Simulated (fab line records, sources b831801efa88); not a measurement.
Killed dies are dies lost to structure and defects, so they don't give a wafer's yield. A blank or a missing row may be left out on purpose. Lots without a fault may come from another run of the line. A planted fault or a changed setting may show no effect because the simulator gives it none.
One fault seen from 2 desks | flow sky130 | each desk has only its own numbers; what lay behind them comes last

THE TOOL OWNER'S DESK: rie_diel-01
The tool's own readings at SKY_POLY_GATE_ETCH_16 (etches Si3N4 in CH3F/O2, stops on poly-Si, time 147.5 s, target depth 75 nm): means of the sampled wafers that have a number, for each lot that ran on this tool. A lot is out of limits, marked OUT, if its mean lies more than 4 standard deviations from the usual mean; the brackets give that distance.
Columns: A = chamber_pressure_mTorr at SKY_POLY_GATE_ETCH_16, usual 24.995 mTorr; B = drypump_motor_current_A at SKY_POLY_GATE_ETCH_16, usual 5.6 A; C = oes_product_au at SKY_POLY_GATE_ETCH_16, usual 0.640 a.u.; D = rf_fwd_power_W at SKY_POLY_GATE_ETCH_16, usual 398.2 W; E = throttle_valve_pct at SKY_POLY_GATE_ETCH_16, usual 10.535 %
lot  | first seen here | A      | B   | C     | D               | E
L624 | day 15 22:58    | 24.983 | 5.8 | 0.636 | 399.2           | 10.542
L625 | day 16 16:24    | 25.001 | 6.3 | 0.635 | 398.8           | 10.536
L631 | day 18 23:13    | 24.988 | 6.1 | 0.641 | 397.0           | 10.536
L637 | day 21 07:19    | 24.985 | 5.9 | 0.642 | 333.6 (-50) OUT | 10.528
L641 | day 22 22:33    | 25.008 | 5.9 | 0.643 | 334.9 (-49) OUT | 10.535
This desk's finding: out of limits on L637, L641; first on L637, day 21 07:19 (rf_fwd_power_W at SKY_POLY_GATE_ETCH_16). In limits: L624, L625, L631.

THE METROLOGY DESK
What the gauges read, lot by lot, whatever tool the lot ran on: means of the sampled wafers that have a number. A lot is out of limits, marked OUT, if its mean lies more than 4 standard deviations from the usual mean; the brackets give that distance.
Columns: A = SONOS_ONO_OXIDATION_THK at SKY_SONOS_ONO_THK_MEAS_01, usual 2.61 nm; B = SONOS_ONO_CVD_02_THK at SKY_SONOS_ONO_THK_MEAS_03, usual 10.48 nm
lot  | first seen here | A    | B
L624 | day 11 05:23    | 2.65 | 10.44
L625 | day 11 21:18    | 2.68 | 10.60
L630 | day 13 11:09    | 2.64 | 10.52
L631 | day 13 15:04    | 2.65 | 10.37
L632 | day 13 23:20    | 2.61 | 10.69
L637 | day 15 21:39    | 2.55 | 10.42
L640 | day 17 04:17    | 2.56 | 10.51
L641 | day 17 05:10    | 2.60 | 10.46
L642 | day 17 17:07    | 2.60 | 10.27
L644 | day 18 05:03    | 2.57 | 10.50
L647 | day 19 21:55    | 2.61 | 10.44
L646 | day 20 00:06    | 2.61 | 10.47
This desk's finding: nothing out of limits on any of the 12 lots.

PUT TOGETHER
The tool owner's desk could have raised an alarm at day 21 07:19, on L637, L641.
The metrology desk saw nothing out of limits.
The metrology desk has L637, L641 on record, within its limits.
Of the lots named, all ran SKY_POLY_GATE_ETCH_16 on rie_diel-01.

WHAT THE SIMULATOR HAD PUT IN
Process parameter drift: rie_diel-01, from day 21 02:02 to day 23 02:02, at SKY_POLY_GATE_ETCH_16. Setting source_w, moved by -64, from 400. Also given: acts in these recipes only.
Lots struck among those shown: L637, L641.
Hours from the fault's start to each desk's first reading out of limits: the tool owner's desk, 5.
